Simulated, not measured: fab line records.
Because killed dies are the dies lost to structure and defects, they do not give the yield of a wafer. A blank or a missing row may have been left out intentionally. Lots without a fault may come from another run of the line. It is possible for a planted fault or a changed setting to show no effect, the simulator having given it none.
Struck lot and sound lot, side by side / flow sky130 / 17 steps out of a route of 708
Sound: these wafers, L130.2, L130.4, L130.6. Struck: wafer L136.1 (left out: L136.2, L136.5 of the same lot, which were not struck); the cause appears at the end.
At each step with rows: each side's tool, then ch and its chambers, then its first start. Under that, the readings that differ: sound wafers / struck wafers / difference of the means / sigmas: that difference in standard deviations of wafers without a fault.
alike: a reading whose means differ by less than 2 such deviations, as well as words and numbers matching on both sides. not compared: withheld readings; readings where some wafer has no value; bounds like >300 that might hide an equal value; numbers whose values overlap and for which the record gives no deviation.
A row with sigmas, a row that says differs or no value, or rows on one side alone: a step with any of these is where the two part. Non-overlapping numbers with no deviation appear without sigmas and do not part them. Lack of a reading on every wafer of one side parts them only where that side has two or more wafers.

first, 2 steps without rows for these wafers: SKY_CONTACT_PEB_12; SKY_CONTACT_DEVELOP_13 (develop time 60 s).
SKY_CONTACT_CD_MEAS_14: target cd 170 nm.
  sound on cdSem-01 at day 33 23:23; struck on cdSem-01 at day 35 16:16
reading=cdNm (nm); sound=171.5 171.6 171.9; struck=167.9; difference=-3.8; sigmas=-3
SKY_CONTACT_OVL_MEAS_15:
  sound on overlay-01 at day 33 23:29; struck on overlay-02 at day 35 16:23
  alike: CONTACT_OVL
SKY_CONTACT_ETCH_16: etches BARC in N2/H2, stops on SiO2, time 45.9 s, target depth 60 nm.
  sound on rieDiel-04 ch 0,1,2, day 33 23:31; struck on rieDiel-01 ch 3, day 35 16:25
  alike: drypumpMotorCurrentA, oesProductAu, throttleValvePct
  not compared: rfHoursCounterH
SKY_CONTACT_ETCH_17: etches SiO2 in C4F8/O2/Ar, stops on Si3N4, target depth 340 nm.
  sound on rieDiel-04 ch 0,1,2, day 33 23:34; struck on rieDiel-01 ch 3, day 35 16:28
  alike: oesProductAu
SKY_CONTACT_ETCH_18: etches Si3N4 in CHF3/O2, stops on TiN, time 39 s, target depth 75 nm.
  sound on rieDiel-04 ch 0,1,2; struck on rieDiel-01 ch 3
  alike: drypumpMotorCurrentA, oesProductAu, throttleValvePct
  not compared: rfHoursCounterH
SKY_CONTACT_STRIP_19: strips in O2/N2.
  sound on plasmaAsher-01 ch 0,1, day 33 23:39; struck on plasmaAsher-02 ch 0, day 35 16:33
reading=drypumpMotorCurrentA (A); sound=5.9 6.7 6.7; struck=4.8; difference=-1.6; sigmas=-2
  alike: oesProductAu, stripTimeToEndpointS
  not compared: rfHoursCounterH
then, 4 steps without rows for these wafers: SKY_CONTACT_STRIP_20 (strips in post etch residue remover, time 1200 s); SKY_CONTACT_CLEAN_21 (cleans in IPA, time 180 s); SKY_CONTACT_CLEAN_22 (cleans in O3/DIW); SKY_CONTACT_SPUTTER_23 (material TiN, target thk 20 nm, time 80 s).
SKY_CONTACT_CVD_24: deposits W, target thk 340 nm, time 102.12 s.
  sound on cvdW-02 ch 1, day 34 00:19; struck on cvdW-02 ch 1, day 35 17:12
reading=model.W_of_CONTACT_CVD_24.thkNm (nm); sound=334.5 335.7 342.5; struck=293.1; difference=-44.5; sigmas=
  alike: heaterPowerW
SKY_CONTACT_RS_MEAS_25: measures by four-point-probe.
  sound on filmMetro-01 at day 34 00:26; struck on filmMetro-02 at day 35 17:19
reading=CONTACT_W_RS (ohm/sq); sound=0.342 0.342 0.335; struck=0.392; difference=+0.052; sigmas=+6
SKY_CONTACT_THK_MEAS_26: measures by xrf.
  sound on filmMetro-01 at day 34 00:33; struck on filmMetro-02 at day 35 17:26
reading=CONTACT_W_THK (nm); sound=322 322 329; struck=280; difference=-44; sigmas=-5
SKY_CONTACT_CMP_27: polishes, stops on SiO2, t overpolish 15 s, target thk 0 nm.
  sound on cmp-02 ch 1,3, day 34 00:36; struck on cmp-02 ch 3, day 35 17:32
  alike: headPressurePsi, motorCurrentA
-- the record jumps here: 13 days lie between the struck wafers' starts before and after (it left off in module CONTACT and takes up again in module PAD_OPEN, whose first step shown is number 708 of the route) --
SKY_PAD_OPEN_PROBE_99:
  sound on prober-01 at day 47 15:26; struck on prober-01 at day 48 20:34
  alike: killed_at_M0_to_M3, killed_at_M4_up, killedAtContacts, killedAtFrontEnd, killedAtOther, killedDies, killedOpen, killedShort

== WHERE THEY PART ==
Last at SKY_CONTACT_THK_MEAS_26 as far as this record goes, first at SKY_CONTACT_CD_MEAS_14. Later steps at which nothing parts them and some readings are alike: SKY_CONTACT_CMP_27, SKY_PAD_OPEN_PROBE_99.

WHY: what the simulator had put in
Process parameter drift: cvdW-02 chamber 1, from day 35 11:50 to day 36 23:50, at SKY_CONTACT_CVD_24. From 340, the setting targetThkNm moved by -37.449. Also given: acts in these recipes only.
